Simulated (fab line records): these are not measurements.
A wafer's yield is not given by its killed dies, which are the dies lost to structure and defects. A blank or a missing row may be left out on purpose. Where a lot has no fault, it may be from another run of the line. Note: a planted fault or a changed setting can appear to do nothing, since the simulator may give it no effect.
fab line records	flow sky130
[record] lots = 11	wafers = 33	lastDay = 50
route steps=708 shown FIELD_ISO@17 DNWELL@44 NWELL@64
lots with no fault: from the same line, run without faults
startH: hours from the record's opening day to when the first of the lot's shown wafers began	waitH: how many hours have passed since the lot's step before this one	" the same as in the row above	L1.1+2: several wafers, shown together as one row	- no value, or no start given	* or withheld: withheld	< > ~ a bound
route shown NAME@n: a module of which the file shows steps, and the number in the route of the first	usual: mean/standard deviation taken from wafers without a fault	same: alike in all rows	chamber/n: place in a boat	sites: per-site readings	_std_site: their standard deviation	_edge_site: mean of outer sites minus mean of inner sites	radiusMm: for every site, how far away it sits from the centre of the wafer	mask NAME#n: copy n	behind: the last tool/chamber to shape the wafer	hold: what put the lot on hold/how long, in hours/how the hold closed	device: transistor that didn't switch, given as n, p or np	end of line: tests run on the same wafers once the route is complete	a step without rows: its recipe alone	killed: dies lost to structure and defects at the first sort, not the wafer's yield	map: per-die view of a wafer (x killed, . not killed, _ where there is no die)
set.NAME: the setting that was run; set.NAME@STEP: the one run at that earlier step	model.NAME: the simulator's own value behind a step, which no gauge read
the route's steps for a sample of lots (tables are steps, rows are wafers)
services: when a tool's chamber went out of use (startH, in hours from the record's first day, below 0 if earlier), for how many hours, and the reason
[[steps]]
[step SKY_FIELD_ISO_STRIP_16]
[recipe] chemistry = O2/N2	powerW = 1400	pressureMtorr = 1500	platenTempC = withheld	o2FlowSccm = 3000	n2FlowSccm = 300	overashFraction = 0.5
[usual] drypumpMotorCurrentA = 5.6/0.43	n2FlowSccm = 300.0/0.97	oesProductAu = 0.378/0.0043	stripTimeToEndpointS = 3.541/0.025
lot.wafer	tool	chamber	startH	waitH	drypumpMotorCurrentA	n2FlowSccm	oesProductAu	rfHoursCounterH	stripTimeToEndpointS
L387.1	plasmaAsher-03	1	32.56	0.0	6.1	299.0	0.373	22	3.525
L387.2	"	0	"	"	4.8	299.3	0.383	22	3.569
L387.5	"	1	"	"	6.1	300.4	0.378	-	3.538
L391.4	plasmaAsher-01	0	50.04	0.1	5.3	297.7	0.372	-	3.538
L391.5	"	1	"	"	6.0	300.3	0.381	-	3.578
L391.6	"	0	"	"	5.3	299.9	0.381	-	3.556
L393.1	plasmaAsher-02	1	65.96	0.0	5.9	299.4	0.383	36	3.496
L393.3	"	1	"	"	5.9	300.4	0.372	-	3.469
L393.5	"	1	"	"	5.9	299.4	0.377	-	3.480
L394.1	plasmaAsher-03	0	77.26	0.0	4.8	297.8	0.377	27	3.597
L394.2	"	1	"	"	6.1	299.8	0.382	27	3.563
L394.4	"	0	"	"	4.8	297.9	0.378	-	3.546
L396.1	plasmaAsher-02	1	78.06	0.0	5.9	301.2	0.375	38	3.550
L396.5	"	0	"	"	5.8	300.8	0.380	-	3.552
L396.6	"	1	"	"	5.9	298.8	0.375	-	3.522
L400.1	plasmaAsher-01	0	102.66	0.0	5.3	298.2	0.375	41	3.557
L400.3	"	0	"	"	5.3	299.4	0.379	-	3.530
L400.5	"	0	"	"	5.3	298.9	0.383	-	3.572
L403.1	plasmaAsher-01	1	114.76	0.0	5.9	297.6	0.379	42	3.491
L403.2	"	0	"	"	5.3	300.6	0.382	42	3.571
L403.4	"	1	"	"	5.9	299.2	0.377	-	3.539
L404.2	plasmaAsher-01	0	120.19	0.0	5.3	300.6	0.373	43	3.553
L404.4	"	1	"	"	5.9	301.4	0.379	-	3.557
L404.6	"	1	"	"	5.9	300.0	0.380	-	3.592
L406.3	plasmaAsher-02	1	129.59	0.1	5.9	300.5	0.377	-	3.513
L406.4	"	0	"	"	5.8	299.6	0.376	-	3.507
L406.5	"	0	"	"	5.8	300.3	0.374	-	3.544
L407.1	plasmaAsher-01	1	133.26	0.0	6.0	300.9	0.371	44	3.508
L407.2	"	0	"	"	5.3	303.3	0.384	44	3.548
L407.3	"	1	"	"	5.9	301.1	0.372	-	3.525
L410.3	plasmaAsher-02	0	148.08	0.1	5.8	299.1	0.377	-	3.553
L410.4	"	1	"	"	5.9	299.1	0.380	-	3.557
L410.6	"	1	"	"	5.9	299.2	0.369	-	3.540
[step SKY_DNWELL_TW_MEAS_09]
[usual] DNWELL_TW = 1107/6.2
lot.wafer	tool	chamber	startH	waitH	DNWELL_TW
L387.1	filmMetro-02	-	54.89	0.1	1102
L387.2	"	-	"	"	1099
L387.5	"	-	"	"	1104
L391.4	filmMetro-03	-	73.57	0.1	1107
L391.5	"	-	"	"	1110
L391.6	"	-	"	"	1110
L393.1	filmMetro-03	-	88.69	0.1	1106
L393.3	"	-	"	"	1108
L393.5	"	-	"	"	1099
L394.1	filmMetro-03	-	106.04	0.1	1112
L394.2	"	-	"	"	1104
L394.4	"	-	"	"	1104
L396.1	filmMetro-02	-	106.39	0.1	1107
L396.5	"	-	"	"	1104
L396.6	"	-	"	"	1106
L400.1	filmMetro-03	-	128.64	0.1	1115
L400.3	"	-	"	"	1117
L400.5	"	-	"	"	1117
L403.1	filmMetro-03	-	140.94	0.1	1118
L403.2	"	-	"	"	1115
L403.4	"	-	"	"	1109
L404.2	filmMetro-02	-	146.05	0.1	1106
L404.4	"	-	"	"	1106
L404.6	"	-	"	"	1111
L406.3	filmMetro-03	-	158.11	0.1	1120
L406.4	"	-	"	"	1115
L406.5	"	-	"	"	1106
L407.1	filmMetro-03	-	159.54	0.1	1109
L407.2	"	-	"	"	1118
L407.3	"	-	"	"	1112
L410.3	filmMetro-03	-	176.25	0.1	1099
L410.4	"	-	"	"	1100
L410.6	"	-	"	"	1088
[step SKY_NWELL_IMPLANT_11]
[recipe] species = P	energyKev = 400	doseCm2 = 1.9e+13	tiltDeg = withheld
[usual] beamOnS = 10.01/0.21	doseIonsCm2 = 1.8997e+13/1.9e+10	faradayCurrentUA = 107.1/2.2
lot.wafer	tool	chamber	startH	waitH	beamOnS	doseIonsCm2	faradayCurrentUA
L387.1	implanter-02	0	86.80	0.0	9.63	1.8982e+13	111.1
L387.2	"	0	"	"	9.76	1.8999e+13	109.5
L387.5	"	0	"	"	9.87	1.8967e+13	109.2
L391.4	implanter-04	0	107.87	0.1	9.78	1.9029e+13	109.7
L391.5	"	0	"	"	9.77	1.8995e+13	109.6
L391.6	"	0	"	"	9.91	1.9024e+13	108.3
L393.1	implanter-04	0	124.40	0.0	10.35	1.9001e+13	103.7
L393.3	"	0	"	"	10.06	1.901e+13	106.1
L393.5	"	0	"	"	10.08	1.9011e+13	106.1
L394.1	implanter-02	0	142.98	0.0	9.58	1.8958e+13	111.9
L394.2	"	0	"	"	10.16	1.8979e+13	105.4
L394.4	"	0	"	"	9.84	1.9004e+13	109.0
L396.1	implanter-02	0	143.68	0.0	9.80	1.8978e+13	109.1
L396.5	"	0	"	"	10.01	1.9023e+13	107.2
L396.6	"	0	"	"	9.90	1.9015e+13	108.3
L400.1	implanter-04	0	167.55	0.0	10.13	1.9012e+13	105.9
L400.3	"	0	"	"	10.13	1.9005e+13	105.8
L400.5	"	0	"	"	10.09	1.8992e+13	105.7
L403.1	implanter-02	0	180.91	0.0	13.77	3.518e+13	142.9
L403.2	"	0	"	"	13.85	3.5142e+13	143.9
L403.4	"	0	"	"	14.23	3.5174e+13	139.0
L404.2	implanter-02	0	187.32	0.0	13.99	3.521e+13	142.1
L404.4	"	0	"	"	14.12	3.5166e+13	140.4
L404.6	"	0	"	"	14.53	3.5193e+13	136.1
L406.3	implanter-01	0	198.56	0.1	10.04	1.9003e+13	106.8
L406.4	"	0	"	"	10.18	1.8992e+13	105.8
L406.5	"	0	"	"	9.79	1.8993e+13	109.4
L407.1	implanter-01	0	200.25	0.0	10.04	1.9013e+13	106.5
L407.2	"	0	"	"	9.97	1.9031e+13	107.3
L407.3	"	0	"	"	9.82	1.9035e+13	108.4
L410.3	implanter-01	0	218.50	0.1	10.01	1.8972e+13	106.7
L410.4	"	0	"	"	9.93	1.8987e+13	107.9
L410.6	"	0	"	"	9.99	1.8978e+13	106.9
[step SKY_NWELL_TW_MEAS_15]
[usual] NWELL_TW = 1807/8.1
lot.wafer	tool	chamber	startH	waitH	NWELL_TW
L387.1	filmMetro-03	-	87.35	0.1	1814
L387.2	"	-	"	"	1815
L387.5	"	-	"	"	1810
L391.4	filmMetro-02	-	108.38	0.1	1808
L391.5	"	-	"	"	1807
L391.6	"	-	"	"	1812
L393.1	filmMetro-02	-	124.95	0.1	1803
L393.3	"	-	"	"	1806
L393.5	"	-	"	"	1794
L394.1	filmMetro-02	-	143.53	0.1	1794
L394.2	"	-	"	"	1809
L394.4	"	-	"	"	1811
L396.1	filmMetro-02	-	144.23	0.1	1815
L396.5	"	-	"	"	1807
L396.6	"	-	"	"	1808
L400.1	filmMetro-04	-	168.10	0.1	1804
L400.3	"	-	"	"	1810
L400.5	"	-	"	"	1816
L403.1	filmMetro-02	-	181.46	0.1	2190
L403.2	"	-	"	"	2196
L403.4	"	-	"	"	2186
L404.2	filmMetro-04	-	187.86	0.1	2200
L404.4	"	-	"	"	2189
L404.6	"	-	"	"	2193
L406.3	filmMetro-02	-	199.08	0.1	1798
L406.4	"	-	"	"	1804
L406.5	"	-	"	"	1801
L407.1	filmMetro-03	-	200.80	0.1	1816
L407.2	"	-	"	"	1805
L407.3	"	-	"	"	1801
L410.3	filmMetro-03	-	219.02	0.1	1806
L410.4	"	-	"	"	1810
L410.6	"	-	"	"	1808
[step SKY_NWELL_RTA_28]
[recipe] tempC = 1050	timeS = 30	idleTempC = 650	rampUpCPerS = 150	rampDownCPerS = 90	ambient = N2
[usual] annealTempCMax = 1055.5/1.7	lampPowerPct = 25.30/0.054	wafer_temp_C_max = 1054.6/0.87
lot.wafer	tool	chamber	startH	waitH	annealTempCMax	lampPowerPct	wafer_temp_C_max
L387.1	rtpAnneal-01	0	104.22	0.0	1055.0	25.38	1055.2
L387.2	"	0	"	"	1056.4	25.29	1056.2
L387.5	"	0	"	"	1055.3	25.26	1055.3
L391.4	rtpAnneal-01	0	127.06	0.1	1056.9	25.29	1055.3
L391.5	"	0	"	"	1056.4	25.25	1054.3
L391.6	"	0	"	"	1057.9	25.27	1053.8
L393.1	rtpAnneal-01	0	144.40	0.0	1055.7	25.31	1055.3
L393.3	"	0	"	"	1054.9	25.30	1055.0
L393.5	"	0	"	"	1058.4	25.31	1054.5
L394.1	rtpAnneal-01	0	163.19	0.0	1058.0	25.32	1053.7
L394.2	"	0	"	"	1055.2	25.39	1055.9
L394.4	"	0	"	"	1057.4	25.34	1054.8
L396.1	rtpAnneal-02	0	163.91	0.0	1053.2	25.32	1055.3
L396.5	"	0	"	"	1053.3	25.27	1054.2
L396.6	"	0	"	"	1053.2	25.36	1054.0
L400.1	rtpAnneal-02	0	188.83	0.0	1053.8	25.36	1054.9
L400.3	"	0	"	"	1054.5	25.32	1055.1
L400.5	"	0	"	"	1053.2	25.42	1053.6
L403.1	rtpAnneal-02	0	203.02	0.0	1053.1	25.36	1054.7
L403.2	"	0	"	"	1053.9	25.26	1054.1
L403.4	"	0	"	"	1053.5	25.35	1053.6
L404.2	rtpAnneal-01	0	209.48	0.0	1055.8	25.27	1055.7
L404.4	"	0	"	"	1058.0	25.37	1053.8
L404.6	"	0	"	"	1056.8	25.32	1054.7
L406.3	rtpAnneal-02	0	220.71	0.0	1052.8	25.36	1052.7
L406.4	"	0	"	"	1052.0	25.41	1054.2
L406.5	"	0	"	"	1052.9	25.30	1053.7
L407.1	rtpAnneal-01	0	223.86	0.0	1057.3	25.29	1054.8
L407.2	"	0	"	"	1054.7	25.39	1055.6
L407.3	"	0	"	"	1057.0	25.26	1054.5
L410.3	rtpAnneal-01	0	242.09	0.0	1054.9	25.31	1054.8
L410.4	"	0	"	"	1058.5	25.30	1053.8
L410.6	"	0	"	"	1056.9	25.37	1054.6
[step SKY_NWELL_RS_MEAS_29]
[recipe] thkMeasGauge = four-point-probe
[usual] NWELL_RS = 624.9/1.7
lot.wafer	tool	chamber	startH	waitH	NWELL_RS[ohm/sq]
L387.1	filmMetro-02	-	104.32	0.1	625.8
L387.2	"	-	"	"	627.7
L387.5	"	-	"	"	626.6
L391.4	filmMetro-03	-	127.17	0.1	627.1
L391.5	"	-	"	"	625.5
L391.6	"	-	"	"	626.4
L393.1	filmMetro-03	-	144.50	0.1	623.4
L393.3	"	-	"	"	624.6
L393.5	"	-	"	"	621.3
L394.1	filmMetro-02	-	163.29	0.1	624.7
L394.2	"	-	"	"	625.2
L394.4	"	-	"	"	625.2
L396.1	filmMetro-04	-	164.01	0.1	623.2
L396.5	"	-	"	"	625.5
L396.6	"	-	"	"	623.9
L400.1	filmMetro-03	-	188.93	0.1	625.4
L400.3	"	-	"	"	624.3
L400.5	"	-	"	"	624.0
L403.1	filmMetro-03	-	203.12	0.1	450.3
L403.2	"	-	"	"	449.6
L403.4	"	-	"	"	449.7
L404.2	filmMetro-03	-	209.58	0.1	449.0
L404.4	"	-	"	"	448.6
L404.6	"	-	"	"	449.6
L406.3	filmMetro-03	-	220.81	0.1	626.3
L406.4	"	-	"	"	625.3
L406.5	"	-	"	"	626.4
L407.1	filmMetro-02	-	223.96	0.1	623.6
L407.2	"	-	"	"	626.4
L407.3	"	-	"	"	624.0
L410.3	filmMetro-03	-	242.20	0.1	624.2
L410.4	"	-	"	"	623.1
L410.6	"	-	"	"	623.9
[[services]]
tool	chamber	startH	hours	kind
plasmaAsher-02	-	31.40	3.5	repair
plasmaAsher-02	-	34.89	2.8	pm
implanter-04	-	40.26	2.8	repair
implanter-02	-	42.35	1.7	repair
plasmaAsher-01	-	88.70	4.3	pm
implanter-01	-	102.01	0.8	repair
implanter-01	-	129.56	9.0	pm
implanter-04	-	130.70	1.7	repair
implanter-01	-	142.23	5.2	repair
implanter-04	-	171.53	2.1	pm
implanter-04	-	194.55	3.2	pm
implanter-02	-	236.47	0.7	repair
rtpAnneal-02	-	237.69	3.6	pm
[[key]]
[firstSign] step = SKY_NWELL_IMPLANT_11	reading = doseIonsCm2	direction = up	sigmas = 99+	usual = *	struck = *
[effect] step = SKY_NWELL_IMPLANT_11	reading = beamOnS	direction = up	sigmas = 19	usual = 10.01	struck = 14.08
[effect] step = SKY_NWELL_TW_MEAS_15	reading = NWELL_TW	direction = up	sigmas = 47	usual = 1807	struck = 2192
[effect] step = SKY_NWELL_RS_MEAS_29	reading = NWELL_RS	direction = down	sigmas = 99+	usual = 624.9	struck = 449.5
metAt SKY_NWELL_IMPLANT_11
struckLots L403,L404
testerLeftOut L403,L404
notActingAt SKY_FIELD_ISO_STRIP_16,SKY_DNWELL_TW_MEAS_09,SKY_NWELL_RTA_28
onsetBetween 143.68 180.91
[fault] kind = processParameterDrift	tool = implanter-02	chamber = -	onsetH = 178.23	steps = SKY_NWELL_IMPLANT_11	channel = doseCm2	offset = *	shape = step	endH = 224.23	actsIn = *	stated = *
// testerLeftOut: of these lots the tester's yield and bins aren't shown, on N5 and GAA mostly nor the transistor test; their killed dies are dies lost to structure and defects alone, not to doping, threshold or leakage, so they don't give the yield
